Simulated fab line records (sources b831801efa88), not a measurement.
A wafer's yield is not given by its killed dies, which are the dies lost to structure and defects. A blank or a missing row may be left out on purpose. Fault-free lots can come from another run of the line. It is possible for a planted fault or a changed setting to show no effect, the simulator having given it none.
Problem report in the 8D (eight disciplines) form, filled by code / flow gf180mcu / the parts of the form that need people (team, actions taken, sign-off) are left out

1. THE PROBLEM
At GF_M1_STRIP_17, chamberPressureMTorr averages 1801.2 mTorr over 6 wafers from 2 lots, while fault-free wafers read 1500.0 mTorr, standard deviation 1.5. That is +99 or more standard deviations from the usual mean.
The step: strips in O2/N2.
First seen on wafer L440.2, day 19 01:35, on plasmaAsher-03. At this step, 36 wafers from 12 lots have a number in the record. Rule for "out" (also "out of limits"): further than 4 standard deviations from the usual mean. The rest of the wafers with a number are treated as sound.

2. WHAT IT IS; WHAT IT IS NOT
question=which readings at this step | is=chamberPressureMTorr, stripTimeToEndpointS | is not=drypumpMotorCurrentA, heaterPowerW
question=which lots | is=L440, L442 | is not=L446, L448, L451, L452, L453, L454, L455, L456, L458, L459
question=which wafers of those lots | is=all that have a number | is not=-
question=read on which tools | is=plasmaAsher-03 | is not=plasmaAsher-01, plasmaAsher-04
question=when | is=from day 19 01:35 | is not=up to then (0 sound wafers); but 30 sound wafers of L446, L448, L451, L452, L453, L454, L455, L456, L458, L459 came after

3. THE SUSPECTS, EACH WITH WHAT RULES IT OUT
Counting: a tool at a process step up to the reading stays a suspect if it ran every lot that is out and no sound lot after the first of them.
- plasmaAsher-03 at GF_M1_STRIP_17 (strips in O2/N2): ruled out as a lasting fault. Sound lots L452, L453, L454, L458 ran on it after its first lot that is out, L440 (day 19 01:35).
Left after counting: nothing in the record.

4. THE CAUSE (what the simulator had put in)
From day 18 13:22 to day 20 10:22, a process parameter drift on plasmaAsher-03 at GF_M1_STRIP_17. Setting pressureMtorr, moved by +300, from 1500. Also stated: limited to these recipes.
Counting ruled it out, wrongly.

5. THE EFFECT CHAIN, in route order
One row per reading whose mean, taken over the struck wafers that have a number, lies over 3 standard deviations from the usual. Only readings for which the record gives a usual standard deviation are gone through. hours: the time from each lot's start at the first step in this table that gives one to its start at this step, as a median over the lots. sigmas: the change in usual standard deviations.
hours=0; step=GF_M1_STRIP_17; reading=chamberPressureMTorr; usual=1500.0 mTorr; on struck wafers=1801.2; change=+301.2; sigmas=+99 or more
hours=0; step=GF_M1_STRIP_17; reading=stripTimeToEndpointS; usual=7.38 s; on struck wafers=7.15; change=-0.23; sigmas=-6.0
The process steps in it:
- GF_M1_STRIP_17: strips in O2/N2.
Later measuring or inspecting steps at which every struck wafer that the step has a row for has a number for every such reading, and none has moved that far: GF_V1_CD_MEAS_14.

6. HOW IT WOULD HAVE BEEN CAUGHT EARLIER
12 hours passed between the start of the fault at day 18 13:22 and the first reading out of limits in this record, taken at day 19 01:35.
